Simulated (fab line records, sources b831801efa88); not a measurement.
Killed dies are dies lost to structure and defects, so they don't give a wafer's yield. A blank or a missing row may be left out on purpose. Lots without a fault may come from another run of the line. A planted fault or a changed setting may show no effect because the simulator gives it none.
Tool commonality check | flow sky130 | 11 lots, 39 wafers sampled

WHY IT WAS OPENED
At SKY_PASSIVATION_THK_MEAS_03 the reading PASSIVATION_CVD_02_THK is flagged on 2 of 11 lots. Wafers without a fault read 540 nm, standard deviation 7.2.
Rule: a lot is flagged when every wafer of it that has a number lies more than 4 standard deviations from that mean, or none has a number. The other lots count as sound.

lot  | measured     | on            | PASSIVATION_CVD_02_THK (nm), wafer by wafer | flag
L836 | day 43 20:31 | film_metro-04 | 535 541 542                                 |
L838 | day 44 11:48 | film_metro-02 | 545 553 531                                 |
L839 | day 44 20:34 | film_metro-02 | 536 533 540                                 |
L841 | day 45 12:25 | film_metro-03 | 532 541 545                                 |
L843 | day 45 17:55 | film_metro-02 | 546 534 535                                 |
L844 | day 45 23:35 | film_metro-02 | 524 536 549                                 |
L845 | day 46 03:09 | film_metro-04 | 541 549 557                                 |
L847 | day 46 18:58 | film_metro-03 | 592 603 597 592 603 598                     | FLAGGED
L849 | day 47 01:34 | film_metro-04 | 597 597 612 596 597 612                     | FLAGGED
L850 | day 47 11:52 | film_metro-03 | 539 547 540                                 |
L859 | day 49 13:40 | film_metro-02 | 525 539 542                                 |
The numbers of the flagged lots are 600 nm on average: +60 nm against the usual, or +8 standard deviations.

WHICH TOOL RAN EACH LOT
The record holds 2 process steps before the reading, out of a route of 708 steps. In each cell: the tool, then ch and the chambers that the sampled wafers went through, then the start.
lot  | flag    | SKY_METAL5_DESCUM_14              | SKY_PASSIVATION_CVD_02
L836 |         | rie_metal-04 ch 0,1, day 43 19:20 | pecvd-01 ch 0,1,2, day 43 20:17
L838 |         | rie_metal-03 ch 0,1, day 44 10:38 | pecvd-04 ch 0,1, day 44 11:34
L839 |         | rie_metal-03 ch 0,1, day 44 19:22 | pecvd-02 ch 0,1,2, day 44 20:21
L841 |         | rie_metal-04 ch 0,1, day 45 11:15 | pecvd-02 ch 0,2, day 45 12:11
L843 |         | rie_metal-03 ch 0,1, day 45 16:43 | pecvd-02 ch 1,2, day 45 17:40
L844 |         | rie_metal-04 ch 0, day 45 22:02   | pecvd-04 ch 0,1, day 45 23:14
L845 |         | rie_metal-02 ch 0,1, day 46 01:59 | pecvd-02 ch 0,1, day 46 02:55
L847 | FLAGGED | rie_metal-03 ch 0,1, day 46 17:46 | pecvd-04 ch 0,1,2, day 46 18:43
L849 | FLAGGED | rie_metal-02 ch 0,1, day 47 00:24 | pecvd-04 ch 1,2, day 47 01:20
L850 |         | rie_metal-02 ch 0,1, day 47 10:38 | pecvd-01 ch 0,1,2, day 47 11:44
L859 |         | rie_metal-04 ch 0, day 49 12:28   | pecvd-02 ch 0,2, day 49 13:25
What these steps do:
- SKY_METAL5_DESCUM_14: chemistry O2, time 11 s.
- SKY_PASSIVATION_CVD_02: deposits Si3N4, target thk 540 nm.
- SKY_PASSIVATION_THK_MEAS_03

FLAGGED OVER TOTAL, TOOL BY TOOL (the gauges that took the reading come last)
step                        | tool          | lots run | flagged | share of the flagged lots | sound lots run after its first flagged lot
SKY_METAL5_DESCUM_14        | rie_metal-02  | 3        | 1       | some                      | 1 (L850)
SKY_METAL5_DESCUM_14        | rie_metal-03  | 4        | 1       | some                      | 0
SKY_METAL5_DESCUM_14        | rie_metal-04  | 4        | 0       | none                      | -
SKY_PASSIVATION_CVD_02      | pecvd-01      | 2        | 0       | none                      | -
SKY_PASSIVATION_CVD_02      | pecvd-02      | 5        | 0       | none                      | -
SKY_PASSIVATION_CVD_02      | pecvd-04      | 4        | 2       | all                       | 0
SKY_PASSIVATION_THK_MEAS_03 | film_metro-02 | 5        | 0       | none                      | -
SKY_PASSIVATION_THK_MEAS_03 | film_metro-03 | 3        | 1       | some                      | 1 (L850)
SKY_PASSIVATION_THK_MEAS_03 | film_metro-04 | 3        | 1       | some                      | 0

WHAT THE TABLE ALLOWS
1 row of the table ran every flagged lot: pecvd-04 at SKY_PASSIVATION_CVD_02.
- pecvd-04 at SKY_PASSIVATION_CVD_02: 2 of its 4 lots flagged. Its last sound lot is L844 (day 45 23:14), its first flagged lot L847 (day 46 18:43): a fault that began between those two fits. Its own readings lie more than 4 standard deviations out on every wafer of the flagged lots: rf_fwd_power_W.
One tool is left: pecvd-04 at SKY_PASSIVATION_CVD_02.

WHAT THE SIMULATOR HAD PUT IN
Process parameter drift: pecvd-04, from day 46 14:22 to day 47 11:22, at SKY_PASSIVATION_CVD_02. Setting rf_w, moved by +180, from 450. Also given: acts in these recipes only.
Lots struck among those shown: L847, L849. The rule above found the same.
